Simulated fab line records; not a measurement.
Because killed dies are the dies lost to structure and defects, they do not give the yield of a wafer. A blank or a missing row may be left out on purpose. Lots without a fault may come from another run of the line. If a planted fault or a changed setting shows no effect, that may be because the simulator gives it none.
Which tool was responsible? | flow sky130 | 18 wafers from 6 lots sampled at 3 of the route's 708 steps

== WHAT EACH GAUGE READ, for each wafer ==
SKY_VT_ADJUST_NCORE_TW_MEAS_11.
lot  | measured     | on            | VT_ADJUST_NCORE_TW
L408 | day 8 19:50  | film_metro-04 | 219.0 217.9 218.7
L410 | day 9 13:17  | film_metro-02 | 218.8 220.7 219.9
L412 | day 10 01:50 | film_metro-04 | 219.7 218.1 218.8
L416 | day 11 05:15 | film_metro-04 | 218.8 219.0 217.7
L418 | day 11 19:41 | film_metro-02 | 316.7 318.4 316.6
L420 | day 12 16:44 | film_metro-01 | 323.0 324.1 321.9

== TOOL THAT RAN EACH LOT (tool first, then ch and the chambers of the sampled wafers, then the start) ==
lot  | SKY_VT_ADJUST_LVTN_STRIP_09         | SKY_VT_ADJUST_NCORE_IMPLANT_09
L408 | plasma_asher-02 ch 0,1, day 7 03:12 | implanter-03 ch 0, day 8 19:35
L410 | plasma_asher-04 ch 0,1, day 7 20:30 | implanter-04 ch 0, day 9 13:04
L412 | plasma_asher-02 ch 0,1, day 8 09:01 | implanter-04 ch 0, day 10 01:36
L416 | plasma_asher-04 ch 0,1, day 9 07:48 | implanter-01 ch 0, day 11 05:00
L418 | plasma_asher-01 ch 0,1, day 9 20:49 | implanter-03 ch 0, day 11 19:27
L420 | plasma_asher-02 ch 0, day 10 15:31  | implanter-01 ch 0, day 12 16:30
- SKY_VT_ADJUST_LVTN_STRIP_09: strips in O2/N2.
- SKY_VT_ADJUST_NCORE_IMPLANT_09

== THE ANSWER, worked out from the rows above alone ==
Rule: what is usual is taken from the lots themselves. Put in order of their means at a reading, lots are off if they are a third of the lots or fewer, leave a main group of 4 or more, and stand apart from it by a gap of 3 or more times the standard deviation of the main group's means; of several such gaps the widest counts. The tables above print the reading to a certain number of digits; a main group whose means all agree to those digits is not used. A lot without any number at a reading at which 4 lots or more have one is off too. Where the step has rows for the other lots, those lots are counted as sound.
Off: L418, L420, seen at SKY_VT_ADJUST_NCORE_TW_MEAS_11 (VT_ADJUST_NCORE_TW). Mean 218.9 and standard deviation 0.53 in the main group.
A tool fits if, at a process step before that reading, it ran every lot that is off, and no sound lot after the first of them. Gauges at SKY_VT_ADJUST_NCORE_TW_MEAS_11: tried the same way as those tools. No candidate that was tried fits.

== WHAT THE SIMULATOR PUT IN ==
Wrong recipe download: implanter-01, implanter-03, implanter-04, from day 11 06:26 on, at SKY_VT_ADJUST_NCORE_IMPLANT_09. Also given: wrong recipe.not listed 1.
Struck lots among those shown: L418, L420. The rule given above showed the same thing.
